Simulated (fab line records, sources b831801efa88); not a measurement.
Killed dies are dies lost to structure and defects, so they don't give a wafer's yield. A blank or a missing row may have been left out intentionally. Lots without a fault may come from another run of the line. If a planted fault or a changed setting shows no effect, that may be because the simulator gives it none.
fab line records + flow gf180mcu
[record]
- lots = 6
- wafers = 18
- last-day = 34
route steps=602 shown M1@315
lots untouched by any fault: they come from a run of this same line in which no faults occurred
start-h: hours from the record's opening day to when the first of the lot's shown wafers began + wait-h: time in hours since the lot's previous step + " unchanged from the row above + L1.1+2: a single row standing in for several wafers + - either no value or no given start + * or withheld: withheld + < > ~ a bound
route shown NAME@n: NAME is a module with steps in the file, n the number in the route of the first one + usual: mean/standard deviation of fault-free wafers + same: alike in all rows + chamber/n: place in a boat + sites: the reading at each site + _std_site: the values' standard deviation + _edge_site: inner sites' mean taken away from outer sites' mean + radius-mm: how far each site lies from the wafer's centre + mask NAME#n: copy n + behind: the last tool/chamber to shape the wafer + hold: why the lot was held/for how many hours/how that ended + device: transistor that didn't switch, given as n, p or np + end of line: at the end of the route, the tests of the same wafers + where a step has no rows: the recipe by itself + killed: at the first sort, the dies lost to defects and structure; wafer yield is something else + map: shows each die of a wafer: x if killed, . if not, _ if none is there
set.NAME: setting as actually run; set.NAME@STEP: the setting as run at that earlier step + model.NAME: the simulator's own value behind a step, which no gauge read
lots seen at some steps along the route; tables by step, rows by wafer
services: a tool's chamber out of use, with start hour (start-h, from the record's first day; less than 0 if before it), hours out, and reason
[[steps]]
[step GF_M1_SPUTTER_00]
[recipe]
- material = Ti
- target-thk-nm = 37.5
- arriving-ion-energy-ev = 80
- substrate-temp-c = 200
- chamber-pressure-pa = 2
- power-w = 4000
- time-s = 150
[usual]
- substrate-temp-c = 200.01/0.17
- throttle-valve-pct = 30.0/0.92
| lot.wafer | tool           | chamber | start-h | wait-h | substrate-temp-c | throttle-valve-pct |
|-----------|----------------|---------|---------|--------|------------------|--------------------|
| L100.1    | pvd-sputter-01 | -       | 397.40  | 0.1    | 200.02           | 29.6               |
| L100.2    | "              | -       | "       | "      | 200.04           | 29.8               |
| L100.6    | "              | -       | "       | "      | 200.05           | 29.7               |
| L108.2    | pvd-sputter-01 | -       | 473.52  | 0.1    | 200.03           | 29.6               |
| L108.4    | "              | -       | "       | "      | 199.97           | 29.8               |
| L108.5    | "              | -       | "       | "      | 199.90           | 29.5               |
| L110.1    | pvd-sputter-01 | -       | 491.11  | 0.2    | 200.09           | 29.5               |
| L110.2    | "              | -       | "       | "      | 200.22           | 29.5               |
| L110.6    | "              | -       | "       | "      | 199.77           | 29.4               |
| L111.2    | pvd-sputter-03 | -       | 494.57  | 0.1    | 199.91           | 31.5               |
| L111.4    | "              | -       | "       | "      | 200.23           | 30.7               |
| L111.5    | "              | -       | "       | "      | 200.13           | 29.3               |
| L112.3    | pvd-sputter-03 | -       | 504.40  | 0.1    | 200.14           | 29.2               |
| L112.4    | "              | -       | "       | "      | 200.01           | 31.8               |
| L112.5    | "              | -       | "       | "      | 199.86           | 31.5               |
| L119.2    | pvd-sputter-04 | -       | 558.50  | 0.1    | 200.06           | 30.0               |
| L119.3    | "              | -       | "       | "      | 199.95           | 28.1               |
| L119.4    | "              | -       | "       | "      | 200.07           | 30.1               |
[step GF_M1_SPUTTER_01]
[recipe]
- material = TiN
- target-thk-nm = 30
- power-w = 6500
- time-s = 25
- chamber-pressure-pa = 0.4
[usual]
- throttle-valve-pct = 30.0/0.9
| lot.wafer | tool           | chamber | start-h | wait-h | throttle-valve-pct |
|-----------|----------------|---------|---------|--------|--------------------|
| L100.1    | pvd-sputter-01 | -       | 397.50  | 0.1    | 29.9               |
| L100.2    | "              | -       | "       | "      | 29.4               |
| L100.6    | "              | -       | "       | "      | 29.6               |
| L108.2    | pvd-sputter-01 | -       | 473.62  | 0.1    | 29.7               |
| L108.4    | "              | -       | "       | "      | 29.9               |
| L108.5    | "              | -       | "       | "      | 29.9               |
| L110.1    | pvd-sputter-01 | -       | 491.21  | 0.1    | 29.7               |
| L110.2    | "              | -       | "       | "      | 29.6               |
| L110.6    | "              | -       | "       | "      | 29.4               |
| L111.2    | pvd-sputter-03 | -       | 494.67  | 0.1    | 31.6               |
| L111.4    | "              | -       | "       | "      | 30.6               |
| L111.5    | "              | -       | "       | "      | 29.0               |
| L112.3    | pvd-sputter-03 | -       | 504.50  | 0.1    | 29.3               |
| L112.4    | "              | -       | "       | "      | 31.7               |
| L112.5    | "              | -       | "       | "      | 31.7               |
| L119.2    | pvd-sputter-04 | -       | 558.60  | 0.1    | 29.9               |
| L119.3    | "              | -       | "       | "      | 28.3               |
| L119.4    | "              | -       | "       | "      | 29.7               |
[step GF_M1_SPUTTER_02]
[recipe]
- material = AlCu
- target-thk-nm = 450
- power-w = 10600
- time-s = 23.9
- chamber-pressure-pa = 0.4
[usual]
- throttle-valve-pct = 30.0/0.92
| lot.wafer | tool           | chamber | start-h | wait-h | throttle-valve-pct |
|-----------|----------------|---------|---------|--------|--------------------|
| L100.1    | pvd-sputter-01 | -       | 397.53  | 0.0    | 29.6               |
| L100.2    | "              | -       | "       | "      | 29.4               |
| L100.6    | "              | -       | "       | "      | 29.7               |
| L108.2    | pvd-sputter-01 | -       | 473.65  | 0.0    | 29.8               |
| L108.4    | "              | -       | "       | "      | 30.0               |
| L108.5    | "              | -       | "       | "      | 29.6               |
| L110.1    | pvd-sputter-01 | -       | 491.24  | 0.0    | 29.9               |
| L110.2    | "              | -       | "       | "      | 29.4               |
| L110.6    | "              | -       | "       | "      | 29.7               |
| L111.2    | pvd-sputter-03 | -       | 494.70  | 0.0    | 31.3               |
| L111.4    | "              | -       | "       | "      | 31.0               |
| L111.5    | "              | -       | "       | "      | 29.0               |
| L112.3    | pvd-sputter-03 | -       | 504.53  | 0.0    | 29.3               |
| L112.4    | "              | -       | "       | "      | 31.9               |
| L112.5    | "              | -       | "       | "      | 31.6               |
| L119.2    | pvd-sputter-04 | -       | 558.63  | 0.0    | 30.2               |
| L119.3    | "              | -       | "       | "      | 28.0               |
| L119.4    | "              | -       | "       | "      | 30.1               |
[step GF_M1_SPUTTER_03]
[recipe]
- material = Ti
- target-thk-nm = 10
- substrate-temp-c = 300
- chamber-pressure-pa = 0.3
- power-w = 3000
- time-s = 6.7
[usual]
- substrate-temp-c = 300.03/0.19
- throttle-valve-pct = 30.0/0.94
| lot.wafer | tool           | chamber | start-h | wait-h | substrate-temp-c | throttle-valve-pct |
|-----------|----------------|---------|---------|--------|------------------|--------------------|
| L100.1    | pvd-sputter-01 | -       | 397.56  | 0.0    | 299.81           | 29.8               |
| L100.2    | "              | -       | "       | "      | 300.40           | 29.9               |
| L100.6    | "              | -       | "       | "      | 300.24           | 29.9               |
| L108.2    | pvd-sputter-01 | -       | 473.68  | 0.0    | 300.10           | 29.7               |
| L108.4    | "              | -       | "       | "      | 300.21           | 29.7               |
| L108.5    | "              | -       | "       | "      | 299.78           | 29.3               |
| L110.1    | pvd-sputter-01 | -       | 491.27  | 0.0    | 300.09           | 29.6               |
| L110.2    | "              | -       | "       | "      | 300.01           | 29.4               |
| L110.6    | "              | -       | "       | "      | 299.89           | 29.6               |
| L111.2    | pvd-sputter-03 | -       | 494.73  | 0.0    | 300.39           | 31.5               |
| L111.4    | "              | -       | "       | "      | 299.93           | 30.7               |
| L111.5    | "              | -       | "       | "      | 299.98           | 29.6               |
| L112.3    | pvd-sputter-03 | -       | 504.56  | 0.0    | 300.08           | 29.3               |
| L112.4    | "              | -       | "       | "      | 299.86           | 32.0               |
| L112.5    | "              | -       | "       | "      | 300.11           | 31.5               |
| L119.2    | pvd-sputter-04 | -       | 558.66  | 0.0    | 299.96           | 30.0               |
| L119.3    | "              | -       | "       | "      | 299.70           | 28.0               |
| L119.4    | "              | -       | "       | "      | 300.30           | 29.7               |
[step GF_M1_SPUTTER_04]
[recipe]
- material = TiN
- target-thk-nm = 50
- power-w = 6500
- time-s = 41.7
- chamber-pressure-pa = 0.4
[usual]
- throttle-valve-pct = 30.1/0.9
| lot.wafer | tool           | chamber | start-h | wait-h | throttle-valve-pct |
|-----------|----------------|---------|---------|--------|--------------------|
| L100.1    | pvd-sputter-01 | -       | 397.58  | 0.0    | 29.8               |
| L100.2    | "              | -       | "       | "      | 29.6               |
| L100.6    | "              | -       | "       | "      | 29.7               |
| L108.2    | pvd-sputter-01 | -       | 473.70  | 0.0    | 29.5               |
| L108.4    | "              | -       | "       | "      | 30.1               |
| L108.5    | "              | -       | "       | "      | 29.7               |
| L110.1    | pvd-sputter-01 | -       | 491.29  | 0.0    | 29.5               |
| L110.2    | "              | -       | "       | "      | 29.8               |
| L110.6    | "              | -       | "       | "      | 29.3               |
| L111.2    | pvd-sputter-03 | -       | 494.75  | 0.0    | 31.8               |
| L111.4    | "              | -       | "       | "      | 30.6               |
| L111.5    | "              | -       | "       | "      | 29.5               |
| L112.3    | pvd-sputter-03 | -       | 504.58  | 0.0    | 29.5               |
| L112.4    | "              | -       | "       | "      | 31.6               |
| L112.5    | "              | -       | "       | "      | 31.4               |
| L119.2    | pvd-sputter-04 | -       | 558.68  | 0.0    | 30.0               |
| L119.3    | "              | -       | "       | "      | 28.2               |
| L119.4    | "              | -       | "       | "      | 29.8               |
[step GF_M1_RS_MEAS_05]
[recipe]
- thk-meas-gauge = four-point-probe
- reads = TiN_of_M1_SPUTTER_04+Ti_of_M1_SPUTTER_03+AlCu_of_M1_SPUTTER_02+TiN_of_M1_SPUTTER_01+Ti_of_M1_SPUTTER_00
[usual]
- M1_ALCU_RS = 0.0698/0.00088
| lot.wafer | tool          | chamber | start-h | wait-h | M1_ALCU_RS[ohm/sq] |
|-----------|---------------|---------|---------|--------|--------------------|
| L100.1    | film-metro-02 | -       | 397.62  | 0.0    | 0.0691             |
| L100.2    | "             | -       | "       | "      | 0.0693             |
| L100.6    | "             | -       | "       | "      | 0.0698             |
| L108.2    | film-metro-01 | -       | 473.83  | 0.1    | 0.0691             |
| L108.4    | "             | -       | "       | "      | 0.0695             |
| L108.5    | "             | -       | "       | "      | 0.0693             |
| L110.1    | film-metro-03 | -       | 491.33  | 0.0    | 0.0686             |
| L110.2    | "             | -       | "       | "      | 0.0690             |
| L110.6    | "             | -       | "       | "      | 0.0686             |
| L111.2    | film-metro-03 | -       | 494.81  | 0.0    | 0.0708             |
| L111.4    | "             | -       | "       | "      | 0.0705             |
| L111.5    | "             | -       | "       | "      | 0.0692             |
| L112.3    | film-metro-02 | -       | 504.66  | 0.1    | 0.0694             |
| L112.4    | "             | -       | "       | "      | 0.0706             |
| L112.5    | "             | -       | "       | "      | 0.0703             |
| L119.2    | film-metro-02 | -       | 558.74  | 0.0    | 0.0704             |
| L119.3    | "             | -       | "       | "      | 0.0709             |
| L119.4    | "             | -       | "       | "      | 0.0709             |
[step GF_M1_THK_MEAS_06]
[recipe]
- thk-meas-gauge = xrf
- reads = AlCu_of_M1_SPUTTER_02
[usual]
- M1_ALCU_THK = 442/5.9
| lot.wafer | tool          | chamber | start-h | wait-h | M1_ALCU_THK[nm] |
|-----------|---------------|---------|---------|--------|-----------------|
| L100.1    | film-metro-02 | -       | 397.74  | 0.1    | 443             |
| L100.2    | "             | -       | "       | "      | 445             |
| L100.6    | "             | -       | "       | "      | 438             |
| L108.2    | film-metro-01 | -       | 473.94  | 0.1    | 449             |
| L108.4    | "             | -       | "       | "      | 450             |
| L108.5    | "             | -       | "       | "      | 452             |
| L110.1    | film-metro-03 | -       | 491.45  | 0.1    | 450             |
| L110.2    | "             | -       | "       | "      | 449             |
| L110.6    | "             | -       | "       | "      | 451             |
| L111.2    | film-metro-03 | -       | 494.92  | 0.1    | 439             |
| L111.4    | "             | -       | "       | "      | 440             |
| L111.5    | "             | -       | "       | "      | 449             |
| L112.3    | film-metro-02 | -       | 504.76  | 0.1    | 443             |
| L112.4    | "             | -       | "       | "      | 439             |
| L112.5    | "             | -       | "       | "      | 441             |
| L119.2    | film-metro-02 | -       | 558.85  | 0.1    | 438             |
| L119.3    | "             | -       | "       | "      | 433             |
| L119.4    | "             | -       | "       | "      | 433             |
[step GF_M1_DEHYDRATE_07]
[recipe]
- temp-c = 200
- time-s = 60
[step GF_M1_HMDS_08]
[recipe]
- prime-time-s = 60
- prime-temp-c = 120
[step GF_M1_COAT_09]
[recipe]
- resist = KrF
- spin-rpm = withheld
- resist-thk-nm = 1000
[step GF_M1_SOFTBAKE_10]
[recipe]
- temp-c = 130
- time-s = 60
- resist = KrF
[step GF_M1_EXPOSE_11]
[recipe]
- mask-id = Metal1
- target-cd-nm = 230
- na = 0.68
- source-shape = conventional
- sigma-outer = 0.6
- dose-mj = 28
[step GF_M1_PEB_12]
[recipe]
- peb-temp-c = 135
- peb-time-s = 90
- resist = KrF
[usual]
- chill-plate-temp-C = 22.97/0.093
- exhaust-pa = 45.1/0.93
| lot.wafer | tool           | chamber | start-h | wait-h | chill-plate-temp-C | exhaust-pa |
|-----------|----------------|---------|---------|--------|--------------------|------------|
| L100.1    | litho-track-03 | 0       | 420.51  | -      | 22.98              | 44.2       |
| L100.2    | "              | 0       | "       | "      | 22.99              | 44.2       |
| L100.6    | "              | 0       | "       | "      | 22.98              | 44.5       |
| L108.2    | litho-track-04 | 0       | 497.58  | -      | 22.85              | 45.0       |
| L108.4    | "              | 0       | "       | "      | 22.97              | 45.2       |
| L108.5    | "              | 0       | "       | "      | 22.96              | 46.0       |
| L110.1    | litho-track-04 | -       | 514.80  | -      | -                  | -          |
| L110.2    | "              | -       | "       | "      | -                  | -          |
| L110.6    | "              | -       | "       | "      | -                  | -          |
| L111.2    | litho-track-04 | -       | 517.58  | -      | -                  | -          |
| L111.4    | "              | -       | "       | "      | -                  | -          |
| L111.5    | "              | -       | "       | "      | -                  | -          |
| L112.3    | litho-track-03 | 0       | 527.32  | -      | 22.84              | 46.0       |
| L112.4    | "              | 0       | "       | "      | 22.85              | 44.7       |
| L112.5    | "              | 0       | "       | "      | 22.74              | 45.3       |
| L119.2    | litho-track-02 | 0       | 580.83  | -      | 22.90              | 44.7       |
| L119.3    | "              | 0       | "       | "      | 23.05              | 45.2       |
| L119.4    | "              | 0       | "       | "      | 23.14              | 44.9       |
[step GF_M1_DEVELOP_13]
[recipe]
- develop-time-s = 60
- dev-temp-c = 21
[[services]]
| tool           | chamber | start-h | hours | kind   |
|----------------|---------|---------|-------|--------|
| pvd-sputter-03 | -       | 378.48  | 8.4   | repair |
| pvd-sputter-04 | -       | 580.08  | 1.3   | repair |
[[key]]
[first-sign]
- step = GF_M1_PEB_12
- reading = tool-record
- direction = missing
effect none on later readings
met-at GF_M1_PEB_12
struck-wafers L110.1,L110.2,L110.6,L111.2,L111.4,L111.5
later-rows-left-out L110.1,L110.2,L110.6,L111.2,L111.4,L111.5
sort-left-out L110.1,L110.2,L110.6,L111.2,L111.4,L111.5
onset-between 497.58 514.80
[fault]
- kind = skipped-step-whole
- tool = litho-track-04
- chamber = -
- onset-h = 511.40
- steps = GF_M1_PEB_12
- scope = struck-lots-only
// sort-left-out: the simulated sort isn't trusted on such a fault, so these wafers' sort isn't shown, and their yield isn't known
// later-rows-left-out: the simulator's readings of these wafers behind a module that went badly wrong aren't trusted and aren't shown, but for the sort
